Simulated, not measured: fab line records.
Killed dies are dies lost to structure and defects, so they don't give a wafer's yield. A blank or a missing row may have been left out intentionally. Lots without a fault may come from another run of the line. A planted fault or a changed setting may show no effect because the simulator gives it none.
fab line records -- flow sky130
record lots=7, wafers=21, last_day=50
route steps=708 shown CONTACT@424 METAL1@434
lots that met no fault: from a run of the same line without faults
start_h: hours from the record's opening day to when the first of the lot's shown wafers began -- wait_h: hours elapsed since this lot's preceding step -- " same as the row above -- L1.1+2: one row covering several wafers at once -- - no value present, or no start provided -- * or withheld: withheld -- < > ~ a bound
route shown NAME@n: a module of which the file shows steps, and the number in the route of the first -- usual: mean and standard deviation over wafers with no fault -- same: alike in all rows -- chamber/n: place in a boat -- sites: per-site readings -- _std_site: standard deviation of those values -- _edge_site: mean of outer sites minus mean of inner sites -- radius_mm: how far each site lies from the wafer's centre -- mask NAME#n: copy n -- behind: tool/chamber where the wafer was last shaped -- hold: why the lot was held/for how many hours/how that ended -- device: transistor that didn't switch, given as n, p or np -- end of line: at the end of the route, the tests of the same wafers -- a step without rows: its recipe alone -- killed: dies lost to structure and defects at the first sort, not the wafer's yield -- map: the dies of a wafer, with x for killed, . for not killed, _ for no die there
set.NAME: the run value of the setting; set.NAME@STEP: its run value at that earlier step -- model.NAME: the simulator's own value behind a step, which no gauge read
lots at selected steps of the route; one table per step, one row per wafer
services: a tool's chamber out of use, with start hour (start_h, from the record's first day; less than 0 if before it), hours out, and reason
## steps
# step SKY_CONTACT_ETCH_18
# recipe target=Si3N4, chemistry=CHF3/O2, stop_on=TiN, source_w=600, bias_w=200, pressure_mtorr=40, chf3_flow_sccm=50, O2_flow_sccm=5, time_s=39, target_depth_a=750
# step SKY_CONTACT_STRIP_19
# recipe chemistry=O2/N2, power_w=1400, pressure_mtorr=1500, platen_temp_c=withheld, o2_flow_sccm=3000, n2_flow_sccm=300, overash_fraction=0.5
# usual drypump_motor_current_A=6.09/0.22, oes_product_au=0.380/0.0044, strip_time_to_endpoint_s=3.622/0.029
lot.wafer,tool,chamber,start_h,wait_h,drypump_motor_current_A,oes_product_au,rf_hours_counter_h,strip_time_to_endpoint_s
L216.2,plasma_asher-03,1,790.65,-,6.31,0.379,97,3.599
L216.5,plasma_asher-03,0,790.65,-,6.22,0.366,-,3.588
L216.6,plasma_asher-03,1,790.65,-,6.31,0.386,-,3.646
L217.1,plasma_asher-01,0,796.71,-,6.06,0.380,68,3.601
L217.2,plasma_asher-01,1,796.71,-,6.37,0.383,68,3.639
L217.3,plasma_asher-01,0,796.71,-,6.03,0.377,-,3.634
L226.3,plasma_asher-01,0,867.90,-,6.03,0.384,-,3.616
L226.4,plasma_asher-01,1,867.90,-,6.36,0.382,-,3.643
L226.6,plasma_asher-01,0,867.90,-,6.04,0.382,-,3.556
L228.1,plasma_asher-01,1,876.91,-,6.40,0.376,76,3.610
L228.2,plasma_asher-01,0,876.91,-,6.05,0.379,76,3.603
L228.4,plasma_asher-01,0,876.91,-,6.04,0.377,-,3.612
L229.1,plasma_asher-04,0,884.61,-,5.75,0.377,46,3.645
L229.5,plasma_asher-04,1,884.61,-,5.88,0.376,-,3.651
L229.6,plasma_asher-04,0,884.61,-,5.75,0.385,-,3.639
L231.1,plasma_asher-03,0,897.11,-,6.17,0.389,108,3.675
L231.3,plasma_asher-03,0,897.11,-,6.17,0.378,-,3.630
L231.5,plasma_asher-03,1,897.11,-,6.30,0.384,-,3.618
L232.2,plasma_asher-01,0,905.22,-,6.04,0.386,79,3.649
L232.4,plasma_asher-01,0,905.22,-,6.05,0.383,-,3.624
L232.5,plasma_asher-01,1,905.22,-,6.36,0.376,-,3.612
# step SKY_CONTACT_STRIP_20
# recipe chemistry=post_etch_residue_remover, time_s=1200, temp_c=72.5
# step SKY_CONTACT_CLEAN_21
# recipe chemistry=IPA, time_s=180, temp_c=25
# step SKY_CONTACT_CLEAN_22
# recipe chemistry=O3/DIW, dry=n2_spin
# step SKY_CONTACT_SPUTTER_23
# recipe material=TiN, target_thk_nm=20, chamber_pressure_pa=5, power_w=4000, time_s=80
# usual throttle_valve_pct=30.2/0.92
lot.wafer,tool,chamber,start_h,wait_h,throttle_valve_pct
L216.2,pvd_sputter-03,-,791.26,0.0,29.0
L216.5,pvd_sputter-03,-,791.26,0.0,30.7
L216.6,pvd_sputter-03,-,791.26,0.0,29.5
L217.1,pvd_sputter-04,-,797.30,0.0,31.0
L217.2,pvd_sputter-04,-,797.30,0.0,29.4
L217.3,pvd_sputter-04,-,797.30,0.0,30.1
L226.3,pvd_sputter-03,-,868.58,0.0,28.8
L226.4,pvd_sputter-03,-,868.58,0.0,29.5
L226.6,pvd_sputter-03,-,868.58,0.0,30.6
L228.1,pvd_sputter-04,-,877.50,0.0,29.8
L228.2,pvd_sputter-04,-,877.50,0.0,29.7
L228.4,pvd_sputter-04,-,877.50,0.0,30.6
L229.1,pvd_sputter-04,-,885.24,0.0,30.5
L229.5,pvd_sputter-04,-,885.24,0.0,30.3
L229.6,pvd_sputter-04,-,885.24,0.0,30.9
L231.1,pvd_sputter-02,-,897.70,0.0,31.0
L231.3,pvd_sputter-02,-,897.70,0.0,31.5
L231.5,pvd_sputter-02,-,897.70,0.0,31.6
L232.2,pvd_sputter-03,-,905.81,0.0,29.4
L232.4,pvd_sputter-03,-,905.81,0.0,29.5
L232.5,pvd_sputter-03,-,905.81,0.0,29.1
# step SKY_CONTACT_CVD_24
# recipe material=W, target_thk_nm=340, time_s=102.12, temp_c=400, pressure_torr=40
# step SKY_CONTACT_RS_MEAS_25
# recipe thk_meas_gauge=four-point-probe, reads=W_of_CONTACT_CVD_24+TiN_of_CONTACT_SPUTTER_23
# usual CONTACT_W_RS=0.340/0.0037
lot.wafer,tool,chamber,start_h,wait_h,CONTACT_W_RS[ohm/sq]
L216.2,film_metro-04,-,791.45,0.1,0.341
L216.5,film_metro-04,-,791.45,0.1,0.343
L216.6,film_metro-04,-,791.45,0.1,0.340
L217.1,film_metro-03,-,797.47,0.1,0.344
L217.2,film_metro-03,-,797.47,0.1,0.346
L217.3,film_metro-03,-,797.47,0.1,0.345
L226.3,film_metro-03,-,868.79,0.1,0.348
L226.4,film_metro-03,-,868.79,0.1,0.343
L226.6,film_metro-03,-,868.79,0.1,0.344
L228.1,film_metro-04,-,877.68,0.1,0.339
L228.2,film_metro-04,-,877.68,0.1,0.339
L228.4,film_metro-04,-,877.68,0.1,0.338
L229.1,film_metro-04,-,885.41,0.1,0.341
L229.5,film_metro-04,-,885.41,0.1,0.338
L229.6,film_metro-04,-,885.41,0.1,0.336
L231.1,film_metro-04,-,897.88,0.1,0.343
L231.3,film_metro-04,-,897.88,0.1,0.342
L231.5,film_metro-04,-,897.88,0.1,0.345
L232.2,film_metro-01,-,906.01,0.1,0.332
L232.4,film_metro-01,-,906.01,0.1,0.332
L232.5,film_metro-01,-,906.01,0.1,0.339
# step SKY_CONTACT_THK_MEAS_26
# recipe thk_meas_gauge=xrf, reads=W_of_CONTACT_CVD_24
# usual CONTACT_W_THK=344/4.5
lot.wafer,tool,chamber,start_h,wait_h,CONTACT_W_THK[nm]
L216.2,film_metro-04,-,791.56,0.1,342
L216.5,film_metro-04,-,791.56,0.1,342
L216.6,film_metro-04,-,791.56,0.1,344
L217.1,film_metro-03,-,797.59,0.1,341
L217.2,film_metro-03,-,797.59,0.1,340
L217.3,film_metro-03,-,797.59,0.1,342
L226.3,film_metro-03,-,868.89,0.1,335
L226.4,film_metro-03,-,868.89,0.1,342
L226.6,film_metro-03,-,868.89,0.1,341
L228.1,film_metro-04,-,877.80,0.1,345
L228.2,film_metro-04,-,877.80,0.1,346
L228.4,film_metro-04,-,877.80,0.1,347
L229.1,film_metro-04,-,885.53,0.1,342
L229.5,film_metro-04,-,885.53,0.1,348
L229.6,film_metro-04,-,885.53,0.1,348
L231.1,film_metro-04,-,898.00,0.1,336
L231.3,film_metro-04,-,898.00,0.1,338
L231.5,film_metro-04,-,898.00,0.1,335
L232.2,film_metro-01,-,906.12,0.1,352
L232.4,film_metro-01,-,906.12,0.1,353
L232.5,film_metro-01,-,906.12,0.1,343
# step SKY_CONTACT_CMP_27
# recipe stop_on=SiO2, t_overpolish_s=15, down_force_psi=3.5, platen_rpm=60, target_thk_nm=0, pad_velocity_m_s=0.94248
# step SKY_METAL1_SPUTTER_00
# recipe material=Ti, target_thk_nm=15, power_w=3000, time_s=10, chamber_pressure_pa=0.4
# usual throttle_valve_pct=30.5/0.97
lot.wafer,tool,chamber,start_h,wait_h,throttle_valve_pct
L216.2,pvd_sputter-04,-,791.91,0.1,29.9
L216.5,pvd_sputter-04,-,791.91,0.1,29.7
L216.6,pvd_sputter-04,-,791.91,0.1,29.9
L217.1,pvd_sputter-02,-,797.95,0.1,30.9
L217.2,pvd_sputter-02,-,797.95,0.1,29.2
L217.3,pvd_sputter-02,-,797.95,0.1,31.8
L226.3,pvd_sputter-02,-,869.23,0.2,30.7
L226.4,pvd_sputter-02,-,869.23,0.2,31.8
L226.6,pvd_sputter-02,-,869.23,0.2,29.0
L228.1,pvd_sputter-02,-,878.38,0.1,32.0
L228.2,pvd_sputter-02,-,878.38,0.1,28.9
L228.4,pvd_sputter-02,-,878.38,0.1,31.9
L229.1,pvd_sputter-02,-,885.89,0.1,31.8
L229.5,pvd_sputter-02,-,885.89,0.1,31.0
L229.6,pvd_sputter-02,-,885.89,0.1,29.1
L231.1,pvd_sputter-01,-,898.36,0.1,30.2
L231.3,pvd_sputter-01,-,898.36,0.1,29.0
L231.5,pvd_sputter-01,-,898.36,0.1,30.2
L232.2,pvd_sputter-04,-,906.47,0.2,29.7
L232.4,pvd_sputter-04,-,906.47,0.2,30.6
L232.5,pvd_sputter-04,-,906.47,0.2,29.4
# step SKY_METAL1_SPUTTER_01
# recipe material=TiN, target_thk_nm=20, power_w=6500, time_s=16.7, chamber_pressure_pa=0.4
# step SKY_METAL1_SPUTTER_02
# recipe material=AlCu, target_thk_nm=250, power_w=10600, time_s=13.3, chamber_pressure_pa=0.4
# usual throttle_valve_pct=30.5/0.97
lot.wafer,tool,chamber,start_h,wait_h,throttle_valve_pct,model.AlCu_of_METAL1_SPUTTER_02.thk_nm
L216.2,pvd_sputter-04,-,791.96,0.0,30.2,251.4
L216.5,pvd_sputter-04,-,791.96,0.0,29.3,249.8
L216.6,pvd_sputter-04,-,791.96,0.0,30.0,249.3
L217.1,pvd_sputter-02,-,798.00,0.0,30.8,253.2
L217.2,pvd_sputter-02,-,798.00,0.0,29.3,255.1
L217.3,pvd_sputter-02,-,798.00,0.0,32.1,253
L226.3,pvd_sputter-02,-,869.28,0.0,31.1,250.6
L226.4,pvd_sputter-02,-,869.28,0.0,31.8,382.7
L226.6,pvd_sputter-02,-,869.28,0.0,29.1,382.2
L228.1,pvd_sputter-02,-,878.42,0.0,31.7,252.1
L228.2,pvd_sputter-02,-,878.42,0.0,29.0,382.1
L228.4,pvd_sputter-02,-,878.42,0.0,31.8,384.9
L229.1,pvd_sputter-02,-,885.94,0.0,31.9,250.7
L229.5,pvd_sputter-02,-,885.94,0.0,31.1,248.4
L229.6,pvd_sputter-02,-,885.94,0.0,29.4,382
L231.1,pvd_sputter-01,-,898.40,0.0,30.6,253
L231.3,pvd_sputter-01,-,898.40,0.0,28.9,251.1
L231.5,pvd_sputter-01,-,898.40,0.0,30.3,253.6
L232.2,pvd_sputter-04,-,906.51,0.0,29.7,255
L232.4,pvd_sputter-04,-,906.51,0.0,30.5,253.3
L232.5,pvd_sputter-04,-,906.51,0.0,29.8,254.6
# step SKY_METAL1_SPUTTER_03
# recipe material=Ti, target_thk_nm=5, power_w=3000, time_s=3.3, chamber_pressure_pa=0.4
# step SKY_METAL1_SPUTTER_04
# recipe material=TiN, target_thk_nm=70, power_w=6500, time_s=58.3, chamber_pressure_pa=0.4
# step SKY_METAL1_RS_MEAS_05
# recipe thk_meas_gauge=four-point-probe, reads=TiN_of_METAL1_SPUTTER_04+Ti_of_METAL1_SPUTTER_03+AlCu_of_METAL1_SPUTTER_02+TiN_of_METAL1_SPUTTER_01+Ti_of_METAL1_SPUTTER_00
# usual METAL1_ALCU_RS=0.1258/0.0013
lot.wafer,tool,chamber,start_h,wait_h,hold,METAL1_ALCU_RS[ohm/sq]
L216.2,film_metro-03,-,792.07,0.0,-,0.1264
L216.5,film_metro-03,-,792.07,0.0,-,0.1271
L216.6,film_metro-03,-,792.07,0.0,-,0.1275
L217.1,film_metro-04,-,798.09,0.0,-,0.1253
L217.2,film_metro-04,-,798.09,0.0,-,0.1239
L217.3,film_metro-04,-,798.09,0.0,-,0.1251
L226.3,film_metro-04,-,869.41,0.1,await_dispo/0.2h/release,0.1264
L226.4,film_metro-04,-,869.41,0.1,await_dispo/0.2h/release,0.0821
L226.6,film_metro-04,-,869.41,0.1,await_dispo/0.2h/release,0.0822
L226.3,film_metro-04,-,869.69,0.3,-,0.1266
L226.4,film_metro-04,-,869.69,0.3,-,0.0821
L226.6,film_metro-04,-,869.69,0.3,-,0.0821
L228.1,film_metro-02,-,878.51,0.0,await_dispo/0.2h/release,0.1253
L228.2,film_metro-02,-,878.51,0.0,await_dispo/0.2h/release,0.0819
L228.4,film_metro-02,-,878.51,0.0,await_dispo/0.2h/release,0.0816
L228.1,film_metro-02,-,878.80,0.3,-,0.1255
L228.2,film_metro-02,-,878.80,0.3,-,0.0820
L228.4,film_metro-02,-,878.80,0.3,-,0.0814
L229.1,film_metro-04,-,886.03,0.0,await_dispo/0.2h/release,0.1262
L229.5,film_metro-04,-,886.03,0.0,await_dispo/0.2h/release,0.1275
L229.6,film_metro-04,-,886.03,0.0,await_dispo/0.2h/release,0.0823
L229.1,film_metro-04,-,886.32,0.3,-,0.1264
L229.5,film_metro-04,-,886.32,0.3,-,0.1276
L229.6,film_metro-04,-,886.32,0.3,-,0.0821
L231.1,film_metro-02,-,898.50,0.0,-,0.1247
L231.3,film_metro-02,-,898.50,0.0,-,0.1260
L231.5,film_metro-02,-,898.50,0.0,-,0.1246
L232.2,film_metro-03,-,906.62,0.0,-,0.1244
L232.4,film_metro-03,-,906.62,0.0,-,0.1252
L232.5,film_metro-03,-,906.62,0.0,-,0.1247
# step SKY_METAL1_THK_MEAS_06
# recipe thk_meas_gauge=xrf, reads=AlCu_of_METAL1_SPUTTER_02
# usual METAL1_ALCU_THK=248/3.1
lot.wafer,tool,chamber,start_h,wait_h,hold,METAL1_ALCU_THK[nm]
L216.2,film_metro-03,-,792.18,0.1,-,251
L216.5,film_metro-03,-,792.18,0.1,-,247
L216.6,film_metro-03,-,792.18,0.1,-,243
L217.1,film_metro-04,-,798.21,0.1,-,251
L217.2,film_metro-04,-,798.21,0.1,-,252
L217.3,film_metro-04,-,798.21,0.1,-,251
L226.3,film_metro-04,-,871.28,1.6,await_dispo/0.2h/release,247
L226.4,film_metro-04,-,871.28,1.6,await_dispo/0.2h/release,379
L226.6,film_metro-04,-,871.28,1.6,await_dispo/0.2h/release,377
L226.3,film_metro-04,-,871.51,0.2,-,248
L226.4,film_metro-04,-,871.51,0.2,-,378
L226.6,film_metro-04,-,871.51,0.2,-,378
L228.1,film_metro-02,-,881.33,2.5,await_dispo/0.2h/release,250
L228.2,film_metro-02,-,881.33,2.5,await_dispo/0.2h/release,377
L228.4,film_metro-02,-,881.33,2.5,await_dispo/0.2h/release,380
L228.1,film_metro-02,-,881.56,0.2,-,247
L228.2,film_metro-02,-,881.56,0.2,-,376
L228.4,film_metro-02,-,881.56,0.2,-,377
L229.1,film_metro-04,-,891.42,5.1,await_dispo/0.2h/release,248
L229.5,film_metro-04,-,891.42,5.1,await_dispo/0.2h/release,245
L229.6,film_metro-04,-,891.42,5.1,await_dispo/0.2h/release,378
L229.1,film_metro-04,-,891.65,0.2,-,247
L229.5,film_metro-04,-,891.65,0.2,-,245
L229.6,film_metro-04,-,891.65,0.2,-,376
L231.1,film_metro-02,-,898.62,0.1,-,248
L231.3,film_metro-02,-,898.62,0.1,-,246
L231.5,film_metro-02,-,898.62,0.1,-,248
L232.2,film_metro-03,-,906.73,0.1,-,252
L232.4,film_metro-03,-,906.73,0.1,-,251
L232.5,film_metro-03,-,906.73,0.1,-,252
# step SKY_METAL1_HMDS_08
# recipe prime_time_s=60, prime_temp_c=120
# step SKY_METAL1_COAT_09
# recipe resist=BARC, temp_c=withheld, time_s=withheld, spin_rpm=3000, resist_thk_nm=59.4
# step SKY_METAL1_COAT_10
# recipe resist=KrF-thick, spin_rpm=3000, resist_thk_nm=450
# step SKY_METAL1_SOFTBAKE_11
# recipe temp_c=100, time_s=90, resist=KrF-thick
# step SKY_METAL1_EXPOSE_12
# recipe mask_id=MM1, na=0.8, source_shape=annular, sigma_inner=0.55, sigma_outer=0.85, target_cd_nm=140, dose_mj=28
# step SKY_METAL1_PEB_13
# recipe peb_temp_c=withheld, peb_time_s=withheld, resist=KrF-thick
# step SKY_METAL1_DEVELOP_14
# recipe develop_time_s=60, resist=KrF-thick, dev_temp_c=21
# step SKY_METAL1_CD_MEAS_15
# recipe target_cd_nm=140
# usual cd_nm=140.2/1.5
lot.wafer,tool,chamber,start_h,wait_h,cd_nm
L216.2,cd_sem-01,-,818.95,-,139.9
L216.5,cd_sem-01,-,818.95,-,139.5
L216.6,cd_sem-01,-,818.95,-,141.7
L217.1,cd_sem-02,-,823.76,-,140.8
L217.2,cd_sem-02,-,823.76,-,142.0
L217.3,cd_sem-02,-,823.76,-,139.8
L226.3,cd_sem-01,-,895.52,-,140.6
L226.4,cd_sem-01,-,895.52,-,140.5
L226.6,cd_sem-01,-,895.52,-,140.7
L228.1,cd_sem-01,-,904.81,-,140.6
L228.2,cd_sem-01,-,904.81,-,139.9
L228.4,cd_sem-01,-,904.81,-,140.7
L229.1,cd_sem-02,-,911.91,-,138.2
L229.5,cd_sem-02,-,911.91,-,139.7
L229.6,cd_sem-02,-,911.91,-,138.5
L231.1,cd_sem-02,-,923.72,-,139.1
L231.3,cd_sem-02,-,923.72,-,138.8
L231.5,cd_sem-02,-,923.72,-,140.3
L232.2,cd_sem-02,-,931.73,-,141.0
L232.4,cd_sem-02,-,931.73,-,142.1
L232.5,cd_sem-02,-,931.73,-,142.0
# step SKY_METAL1_OVL_MEAS_16
# usual METAL1_OVL=-2/5.5
lot.wafer,tool,chamber,start_h,wait_h,METAL1_OVL[nm]
L216.2,overlay-01,-,819.05,0.1,-6
L216.5,overlay-01,-,819.05,0.1,-2
L216.6,overlay-01,-,819.05,0.1,-1
L217.1,overlay-01,-,823.88,0.1,-1
L217.2,overlay-01,-,823.88,0.1,7
L217.3,overlay-01,-,823.88,0.1,9
L226.3,overlay-01,-,895.61,0.1,-8
L226.4,overlay-01,-,895.61,0.1,-5
L226.6,overlay-01,-,895.61,0.1,-11
L228.1,overlay-01,-,904.93,0.1,-3
L228.2,overlay-01,-,904.93,0.1,2
L228.4,overlay-01,-,904.93,0.1,-4
L229.1,overlay-02,-,912.03,0.1,3
L229.5,overlay-02,-,912.03,0.1,2
L229.6,overlay-02,-,912.03,0.1,0
L231.1,overlay-02,-,923.84,0.1,3
L231.3,overlay-02,-,923.84,0.1,-2
L231.5,overlay-02,-,923.84,0.1,-7
L232.2,overlay-01,-,931.84,0.1,4
L232.4,overlay-01,-,931.84,0.1,2
L232.5,overlay-01,-,931.84,0.1,1
# step SKY_METAL1_DESCUM_17
# recipe chemistry=O2, source_power_w=150, bias_power_w=0, pressure_mtorr=10, temp_c=40, time_s=8
# step SKY_METAL1_ETCH_18
# recipe chemistry=N2/H2, target=BARC, ion_energy_ev=200, bias_w=100, pressure_mtorr=30, n2_flow_sccm=100, h2_flow_sccm=200, icp_w=500, stop_on=SiO2, time_s=45.9, target_depth_a=600
# usual drypump_motor_current_A=5.96/0.24, h2_flow_sccm=200.0/0.58, he_backside_leak_sccm=3.4/0.34, oes_product_au=0.851/0.005, throttle_valve_pct=13.225/0.0086
lot.wafer,tool,chamber,start_h,wait_h,drypump_motor_current_A,h2_flow_sccm,he_backside_leak_sccm,oes_product_au,rf_hours_counter_h,throttle_valve_pct
L216.2,rie_metal-04,0,819.11,0.0,6.40,201.0,3.3,0.844,11,13.225
L216.5,rie_metal-04,0,819.11,0.0,6.36,201.2,3.3,0.852,-,13.228
L216.6,rie_metal-04,1,819.11,0.0,6.00,199.2,3.1,0.853,-,13.227
L217.1,rie_metal-01,0,823.95,0.0,5.76,200.1,3.3,0.847,12,13.209
L217.2,rie_metal-01,1,823.95,0.0,5.83,200.3,3.6,0.848,16,13.221
L217.3,rie_metal-01,0,823.95,0.0,5.75,200.0,3.3,0.853,-,13.229
L226.3,rie_metal-01,1,895.69,0.0,5.80,200.9,3.3,0.848,-,13.226
L226.4,rie_metal-01,0,895.69,0.0,5.77,200.3,3.0,0.850,-,13.228
L226.6,rie_metal-01,0,895.69,0.0,5.76,200.2,3.1,0.853,-,13.238
L228.1,rie_metal-02,1,905.03,0.1,5.70,200.1,6.3,0.844,3,13.225
L228.2,rie_metal-02,1,905.03,0.1,5.69,199.8,3.5,0.852,-,13.226
L228.4,rie_metal-02,1,905.03,0.1,5.70,199.9,3.6,0.842,-,13.218
L229.1,rie_metal-01,1,912.10,0.0,5.80,200.4,3.8,0.849,2,13.222
L229.5,rie_metal-01,1,912.10,0.0,5.81,200.8,3.6,0.852,-,13.235
L229.6,rie_metal-01,0,912.10,0.0,5.75,200.2,3.3,0.841,-,13.209
L231.1,rie_metal-04,1,923.91,0.0,5.96,200.8,3.3,0.849,11,13.223
L231.3,rie_metal-04,1,923.91,0.0,5.99,200.5,3.1,0.847,-,13.218
L231.5,rie_metal-04,1,923.91,0.0,6.00,199.7,3.1,0.848,-,13.227
L232.2,rie_metal-04,0,931.90,0.0,6.40,200.6,3.3,0.851,17,13.214
L232.4,rie_metal-04,1,931.90,0.0,6.03,200.4,3.4,0.849,-,13.212
L232.5,rie_metal-04,1,931.90,0.0,5.97,200.6,3.3,0.852,-,13.212
# step SKY_METAL1_METAL_ETCH_19
# recipe target_depth_a=3600, stop_on=SiO2, over_etch_frac=0.3, time_s=78, chemistry=Cl2/BCl3, resist_sidewall_deg=88, pressure_mtorr=10, icp_w=900, bias_w=48.5, Cl2_flow_sccm=60, bcl3_flow_sccm=30
# usual drypump_motor_current_A=5.94/0.24, he_backside_leak_sccm=3.33/0.23, oes_product_au=0.857/0.0059, throttle_valve_pct=22.266/0.009
lot.wafer,tool,chamber,start_h,wait_h,drypump_motor_current_A,he_backside_leak_sccm,oes_product_au,rf_hours_counter_h,throttle_valve_pct
L216.2,rie_metal-04,0,819.18,0.0,6.36,3.13,0.858,11,22.260
L216.5,rie_metal-04,0,819.18,0.0,6.37,3.19,0.860,-,22.254
L216.6,rie_metal-04,1,819.18,0.0,5.96,3.05,0.859,-,22.279
L217.1,rie_metal-01,0,824.01,0.0,5.74,3.38,0.853,12,22.270
L217.2,rie_metal-01,1,824.01,0.0,5.80,3.62,0.864,16,22.264
L217.3,rie_metal-01,0,824.01,0.0,5.74,3.32,0.857,-,22.275
L226.3,rie_metal-01,1,895.76,0.1,5.80,3.52,0.852,-,22.251
L226.4,rie_metal-01,0,895.76,0.1,5.74,3.18,0.992,-,22.272
L226.6,rie_metal-01,0,895.76,0.1,5.74,3.35,0.994,-,22.252
L228.1,rie_metal-02,1,905.16,0.1,5.69,3.47,0.857,3,22.259
L228.2,rie_metal-02,1,905.16,0.1,5.71,3.50,0.990,-,22.270
L228.4,rie_metal-02,1,905.16,0.1,5.71,3.57,0.996,-,22.273
L229.1,rie_metal-01,1,912.17,0.0,5.82,3.47,0.848,3,22.262
L229.5,rie_metal-01,1,912.17,0.0,5.83,3.51,0.855,-,22.265
L229.6,rie_metal-01,0,912.17,0.0,5.74,3.20,0.981,-,22.260
L231.1,rie_metal-04,1,923.97,0.0,5.93,3.08,0.856,11,22.258
L231.3,rie_metal-04,1,923.97,0.0,5.92,3.14,0.857,-,22.264
L231.5,rie_metal-04,1,923.97,0.0,5.94,3.05,0.861,-,22.266
L232.2,rie_metal-04,0,931.97,0.0,6.37,3.40,0.861,17,22.257
L232.4,rie_metal-04,1,931.97,0.0,5.93,2.91,0.858,-,22.257
L232.5,rie_metal-04,1,931.97,0.0,6.01,2.67,0.863,-,22.258
# step SKY_METAL1_STRIP_20
# recipe chemistry=O2/N2, power_w=1400, pressure_mtorr=1500, platen_temp_c=withheld, o2_flow_sccm=3000, n2_flow_sccm=300, overash_fraction=0.5
# usual drypump_motor_current_A=6.12/0.29, oes_product_au=0.342/0.005, strip_time_to_endpoint_s=2.69/0.057
lot.wafer,tool,chamber,start_h,wait_h,drypump_motor_current_A,oes_product_au,rf_hours_counter_h,strip_time_to_endpoint_s
L216.2,plasma_asher-02,1,819.27,0.1,6.08,0.344,7,2.64
L216.5,plasma_asher-02,1,819.27,0.1,6.07,0.345,-,2.63
L216.6,plasma_asher-02,0,819.27,0.1,6.68,0.341,-,2.66
L217.1,plasma_asher-02,1,824.10,0.1,6.07,0.345,7,2.71
L217.2,plasma_asher-02,0,824.10,0.1,6.71,0.348,7,2.73
L217.3,plasma_asher-02,0,824.10,0.1,6.71,0.345,-,2.73
L226.3,plasma_asher-02,0,895.85,0.1,6.70,0.348,-,2.71
L226.4,plasma_asher-02,1,895.85,0.1,6.08,0.341,-,2.72
L226.6,plasma_asher-02,1,895.85,0.1,6.05,0.341,-,2.75
L228.1,plasma_asher-04,1,905.34,0.1,5.87,0.351,48,2.69
L228.2,plasma_asher-04,0,905.34,0.1,5.74,0.341,48,2.69
L228.4,plasma_asher-04,1,905.34,0.1,5.89,0.350,-,2.70
L229.1,plasma_asher-03,1,912.26,0.1,6.27,0.342,110,2.77
L229.5,plasma_asher-03,0,912.26,0.1,6.19,0.349,-,2.77
L229.6,plasma_asher-03,1,912.26,0.1,6.27,0.352,-,2.74
L231.1,plasma_asher-03,1,924.06,0.1,6.29,0.339,111,2.63
L231.3,plasma_asher-03,0,924.06,0.1,6.18,0.348,-,2.63
L231.5,plasma_asher-03,1,924.06,0.1,6.26,0.341,-,2.64
L232.2,plasma_asher-02,0,932.06,0.1,6.71,0.338,18,2.63
L232.4,plasma_asher-02,1,932.06,0.1,6.04,0.343,-,2.68
L232.5,plasma_asher-02,0,932.06,0.1,6.70,0.331,-,2.68
## services
tool,chamber,start_h,hours,kind
rie_metal-04,0,780.77,10.0,repair
rie_metal-04,-,784.73,2.8,pm
pvd_sputter-02,3,794.48,-,consumable_replace:kit
pvd_sputter-02,3,794.48,18.0,scheduled_down
pvd_sputter-02,3,794.48,18.0,vent_cycle
plasma_asher-02,-,796.75,3.8,repair
pvd_sputter-03,-,799.32,3.9,repair
pvd_sputter-01,-,809.58,3.2,repair
pvd_sputter-03,-,809.70,5.5,repair
rie_metal-04,-,820.32,0.5,repair
pvd_sputter-04,3,832.59,-,consumable_replace:kit
pvd_sputter-04,3,832.59,18.0,scheduled_down
pvd_sputter-04,3,832.59,18.0,vent_cycle
pvd_sputter-02,-,836.35,0.5,repair
rie_metal-01,1,839.24,-,clean
rie_metal-01,1,839.24,19.3,scheduled_down
rie_metal-01,1,839.24,19.3,vent_cycle
rie_metal-04,-,851.79,3.0,repair
pvd_sputter-01,-,863.00,1.5,repair
pvd_sputter-04,-,865.26,4.3,repair
pvd_sputter-03,-,888.46,4.6,repair
rie_metal-02,0,897.49,18.9,repair
pvd_sputter-03,-,910.81,6.7,repair
plasma_asher-04,-,923.47,1.6,repair
## key
first_sign step=SKY_METAL1_RS_MEAS_05, reading=visit, direction=added
effect step=SKY_METAL1_RS_MEAS_05, reading=METAL1_ALCU_RS, direction=down, sigmas=34, usual=0.1258, struck=0.0820
effect step=SKY_METAL1_THK_MEAS_06, reading=visit, direction=added
effect step=SKY_METAL1_THK_MEAS_06, reading=METAL1_ALCU_THK, direction=up, sigmas=42, usual=248, struck=378
effect step=SKY_METAL1_METAL_ETCH_19, reading=oes_product_au, direction=up, sigmas=23, usual=0.857, struck=0.991
model_effect step=SKY_METAL1_SPUTTER_02, value=AlCu_of_METAL1_SPUTTER_02.thk_nm, without=251.3, struck=382.8
met_at SKY_METAL1_SPUTTER_02
struck_wafers L226.4,L226.6,L228.2,L228.4,L229.6
later_rows_left_out L226.4,L226.6,L228.2,L228.4,L229.6
sort_left_out L226.4,L226.6,L228.2,L228.4,L229.6
onset_between 798.00 869.28
fault kind=process_parameter_drift, tool=pvd_sputter-02, chamber=-, onset_h=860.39, steps=SKY_METAL1_SPUTTER_02, channel=target_thk_nm, offset=131.5, shape=step, end_h=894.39, scope=struck_wafers_only, acts_in=these_recipes_only, stated=250
# sort_left_out: the simulated sort isn't trusted on such a fault, so these wafers' sort isn't shown, and their yield isn't known
# later_rows_left_out: the simulator's readings of these wafers behind a module that went badly wrong aren't trusted and aren't shown, but for the sort
